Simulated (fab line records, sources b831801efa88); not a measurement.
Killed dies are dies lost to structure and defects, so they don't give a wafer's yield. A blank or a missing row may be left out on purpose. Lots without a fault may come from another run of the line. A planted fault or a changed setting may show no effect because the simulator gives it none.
A struck lot beside a sound one | flow sky130 | 21 steps out of a route of 708
Sound: wafers L842.1, L842.3, L842.6. Struck: wafers L847.1, L847.2, L847.3. The cause comes at the end.
At each step with rows: each side's tool, then ch and its chambers, then its first start. Under that, the readings that differ: sound wafers | struck wafers | difference of the means | sigmas: that difference in standard deviations of wafers without a fault.
alike: readings whose means differ by less than 2 such deviations, and words and numbers that are the same on both sides. not compared: withheld readings, readings that some wafer has no value for, bounds like >300 that may hide the same value, and numbers for which the record gives no deviation and whose values overlap.
The two part at a step that has a row with sigmas, a row that says differs or no value, or rows on one side only. Numbers that don't overlap but have no deviation are shown without sigmas and don't part them. A reading that every wafer of one side lacks parts them only if that side has two wafers or more.

first, 1 step without rows for these wafers: SKY_RES_XHIGH_IMPLANT_07.
SKY_RES_XHIGH_STRIP_08: strips in O2/N2.
  sound on plasma_asher-02 ch 0,1, day 27 04:23; struck on plasma_asher-03 ch 0,1, day 28 22:06
  reading                      | sound             | struck            | difference | sigmas
  strip_time_to_endpoint_s (s) | 14.32 14.32 14.33 | 14.23 14.23 14.23 | -0.09      | -2
  alike: drypump_motor_current_A, oes_product_au
  not compared: rf_hours_counter_h
SKY_RES_XHIGH_TW_MEAS_09:
  sound on film_metro-03, day 27 04:29; struck on film_metro-03, day 28 22:12
  alike: RES_XHIGH_TW
then, 7 steps without rows for these wafers: SKY_SD_N_DEHYDRATE_00 (time 60 s); SKY_SD_N_HMDS_01 (prime time 60 s); SKY_SD_N_COAT_02 (resist thk 1124 nm); SKY_SD_N_SOFTBAKE_03 (time 60 s); SKY_SD_N_EXPOSE_04 (exposes mask NSDM, target cd 380 nm); SKY_SD_N_PEB_05; SKY_SD_N_DEVELOP_06 (develop time 60 s).
SKY_SD_N_CD_MEAS_07: target cd 380 nm.
  sound on cd_sem-02, day 28 09:32; struck on cd_sem-02, day 30 02:32
  reading    | sound             | struck            | difference | sigmas
  cd_nm (nm) | 380.3 382.0 384.4 | 378.3 377.7 376.5 | -4.7       | -2
SKY_SD_N_OVL_MEAS_08:
  sound on overlay-01, day 28 09:40; struck on overlay-02, day 30 02:40
  alike: SD_N_OVL
SKY_SD_N_IMPLANT_09:
  sound on implanter-02 ch 0, day 28 09:41; struck on implanter-04 ch 0, day 30 02:41
  reading                   | sound                | struck               | difference | sigmas
  beam_energy_keV           | 50.016 50.023 49.996 | 61.380 61.368 61.377 | +11.363    | +99 or more
  model.implant.rp_nm (nm)  | 31.53 31.53 31.53    | 38.72 38.72 38.72    | +7.19      |
  model.implant.drp_nm (nm) | 14.11 14.11 14.11    | 16.49 16.49 16.49    | +2.38      |
then, 1 step without rows for these wafers: SKY_SD_N_IMPLANT_10.
SKY_SD_N_STRIP_11: strips in O2/N2.
  sound on plasma_asher-01 ch 0,1, day 28 09:59; struck on plasma_asher-01 ch 0,1, day 30 02:59
  reading                      | sound             | struck            | difference | sigmas
  oes_product_au (a.u.)        | 0.529 0.527 0.524 | 0.511 0.498 0.499 | -0.024     | -6
  strip_time_to_endpoint_s (s) | 22.43 22.41 22.36 | 24.10 24.12 24.09 | +1.70      | +46
  alike: drypump_motor_current_A
  not compared: rf_hours_counter_h
SKY_SD_N_TW_MEAS_12:
  sound on film_metro-02, day 28 10:05; struck on film_metro-03, day 30 03:05
  reading | sound          | struck         | difference | sigmas
  SD_N_TW | 4012 3994 4013 | 4143 4149 4144 | +139       | +2
then, 1 step without rows for these wafers: SKY_SD_N_CLEAN_13 (cleans in SC1/SC2, time 150 s).
SKY_SD_N_RTA_14: time 2 s.
  sound on rtp_anneal-02 ch 0, day 28 10:12; struck on rtp_anneal-02 ch 0, day 30 03:12
  alike: lamp_power_pct, wafer_temp_C_max
SKY_SD_N_RS_MEAS_16: measures by four-point-probe.
  sound on film_metro-03, day 28 10:23; struck on film_metro-04, day 30 03:23
  reading          | sound             | struck            | difference | sigmas
  SD_N_RS (ohm/sq) | 68.49 68.44 68.57 | 61.37 61.23 61.26 | -7.21      | -55
SKY_SD_N_RS_MEAS_17: measures by four-point-probe.
  sound on film_metro-03, day 28 10:30; struck on film_metro-04, day 30 03:30
  reading          | sound             | struck            | difference | sigmas
  SD_P_RS (ohm/sq) | 147.3 147.5 146.8 | 146.4 146.1 146.5 | -0.9       | -2
-- the record jumps here: 17 days lie between the struck wafers' starts before and after (it left off in module SD_N and takes up again in module PAD_OPEN, whose first step shown is number 708 of the route) --
SKY_PAD_OPEN_PROBE_99:
  sound on prober-01, day 46 04:27; struck on prober-01, day 47 10:23
  reading                            | sound             | struck            | difference | sigmas
  model.etest.res_ndiff.line_ohm_um  | 753.7 758.2 760.7 | 674.9 673.1 682.9 | -80.6      |
  model.etest.res_ndiff.rs_ohm_sq    | 121.3 121.8 121.8 | 106.8 108.1 107.6 | -14.1      |
  model.etest.res_ndiff_hv.rs_ohm_sq | 115.6 115.2 115.7 | 102 102.5 103     | -13        |
  alike: killed_at_M0_to_M3, killed_at_M4_up, killed_at_contacts, killed_at_front_end, killed_at_other, killed_dies, killed_open, killed_short

WHERE THEY PART
First at SKY_RES_XHIGH_STRIP_08; last, within this record, at SKY_SD_N_RS_MEAS_17. Later steps at which nothing parts them and some readings are alike: SKY_PAD_OPEN_PROBE_99.

WHY: what the simulator had put in
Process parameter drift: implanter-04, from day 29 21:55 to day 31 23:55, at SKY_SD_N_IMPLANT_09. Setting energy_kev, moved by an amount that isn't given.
